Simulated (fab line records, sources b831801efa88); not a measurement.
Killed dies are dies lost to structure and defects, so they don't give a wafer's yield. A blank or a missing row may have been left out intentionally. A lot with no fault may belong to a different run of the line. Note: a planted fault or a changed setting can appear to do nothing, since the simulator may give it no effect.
Matching of chambers :: flow sky130 :: SKY_CONTACT_CMP_27 on cmp-01: 4 sister chambers
The step polishes, stops on SiO2, t overpolish 15 s, target thk 0 nm. 18 wafers are shown with their chamber, then 9 later ones without.

## WAFERS PAIRED WITH THEIR CHAMBERS
wafer: L178.1
chamber: 1
motor current A (A): 11.4
time to endpoint s (s): 78.7
overpolish run s (s): 14.996

wafer: L178.5
chamber: 0
motor current A (A): 10.3
time to endpoint s (s): 85.1
overpolish run s (s): 15.017

wafer: L178.6
chamber: 1
motor current A (A): 11.3
time to endpoint s (s): 79.9
overpolish run s (s): 15.014

wafer: L182.1
chamber: 0
motor current A (A): 10.3
time to endpoint s (s): 80.5
overpolish run s (s): 15.027

wafer: L182.2
chamber: 3
motor current A (A): 12.4
time to endpoint s (s): 79.9
overpolish run s (s): 14.994

wafer: L182.3
chamber: 1
motor current A (A): 10.4
time to endpoint s (s): 76.6
overpolish run s (s): 14.995

wafer: L184.2
chamber: 3
motor current A (A): 12.4
time to endpoint s (s): 78.3
overpolish run s (s): 15.003

wafer: L184.4
chamber: 2
motor current A (A): 13.5
time to endpoint s (s): 78.7
overpolish run s (s): 15.008

wafer: L184.5
chamber: 3
motor current A (A): 12.4
time to endpoint s (s): 82.1
overpolish run s (s): 15.013

wafer: L186.1
chamber: 2
motor current A (A): 13.9
time to endpoint s (s): 81.1
overpolish run s (s): 14.988

wafer: L186.2
chamber: 1
motor current A (A): 11.2
time to endpoint s (s): 75.6
overpolish run s (s): 14.998

wafer: L186.3
chamber: 0
motor current A (A): 11.1
time to endpoint s (s): 81.5
overpolish run s (s): 15.008

wafer: L187.2
chamber: 3
motor current A (A): 12.5
time to endpoint s (s): 79.4
overpolish run s (s): 15.001

wafer: L187.5
chamber: 3
motor current A (A): 12.5
time to endpoint s (s): 80.3
overpolish run s (s): 15.005

wafer: L187.6
chamber: 2
motor current A (A): 12.5
time to endpoint s (s): 82.6
overpolish run s (s): 14.999

wafer: L190.3
chamber: 1
motor current A (A): 11.5
time to endpoint s (s): 76.9
overpolish run s (s): 14.987

wafer: L190.4
chamber: 3
motor current A (A): 12.8
time to endpoint s (s): 78.9
overpolish run s (s): 14.985

wafer: L190.6
chamber: 3
motor current A (A): 11.7
time to endpoint s (s): 81.8
overpolish run s (s): 15.001

SIGNATURES, as means of the wafers listed above
reading: motor current A
chamber 0: 10.567
chamber 1: 11.160
chamber 2: 13.300
chamber 3: 12.386
scatter within a chamber: 0.456

reading: time to endpoint s
chamber 0: 82.367
chamber 1: 77.540
chamber 2: 80.800
chamber 3: 80.100
scatter within a chamber: 1.76

reading: overpolish run s
chamber 0: 15.01733
chamber 1: 14.99800
chamber 2: 14.99833
chamber 3: 15.00029
scatter within a chamber: 0.0094
Rule: a wafer's distance from a chamber is the root of the sum, over the readings, of the square of ((its reading less the chamber's mean) divided by the reading's scatter). If the next closest chamber is less than 2 further off than the closest, the wafer can't be placed; otherwise it belongs to the closest. The scatter is the square root of a quotient: the sum, over the shown wafers, of each reading's squared deviation from its chamber's mean, divided by wafers minus chambers.

## WAFERS WHOSE CHAMBER IS MISSING
wafer: L192.2
motor current A (A): 11.5
time to endpoint s (s): 78.0
overpolish run s (s): 15.002

wafer: L192.3
motor current A (A): 11.4
time to endpoint s (s): 81.8
overpolish run s (s): 14.990

wafer: L192.6
motor current A (A): 10.7
time to endpoint s (s): 81.4
overpolish run s (s): 14.995

wafer: L193.2
motor current A (A): 11.8
time to endpoint s (s): 80.1
overpolish run s (s): 15.007

wafer: L193.4
motor current A (A): 11.1
time to endpoint s (s): 81.4
overpolish run s (s): 14.999

wafer: L193.6
motor current A (A): 11.2
time to endpoint s (s): 79.7
overpolish run s (s): 15.002

wafer: L194.1
motor current A (A): 13.8
time to endpoint s (s): 82.6
overpolish run s (s): 15.011

wafer: L194.3
motor current A (A): 10.3
time to endpoint s (s): 84.8
overpolish run s (s): 15.009

wafer: L194.4
motor current A (A): 12.1
time to endpoint s (s): 82.3
overpolish run s (s): 15.011

## EACH ONE'S CHAMBER
wafer: L192.2
from the rows above: can't be placed: 1 or 3
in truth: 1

wafer: L192.3
from the rows above: can't be placed: 3 or 1 or 0 or 2
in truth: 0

wafer: L192.6
from the rows above: can't be placed: 1 or 0 or 3
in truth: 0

wafer: L193.2
from the rows above: can't be placed: 3 or 1 or 0 or 2
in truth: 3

wafer: L193.4
from the rows above: can't be placed: 1 or 0 or 3
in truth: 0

wafer: L193.6
from the rows above: can't be placed: 1 or 3 or 0
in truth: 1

wafer: L194.1
from the rows above: can't be placed: 2 or 3
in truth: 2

wafer: L194.3
from the rows above: 0
in truth: 0

wafer: L194.4
from the rows above: can't be placed: 3 or 2 or 0 or 1
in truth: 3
Placed correctly: 1 of 9. Cannot be placed on the basis of these rows: 8; the candidates contain the true chamber in 8. Placed wrongly: 0.
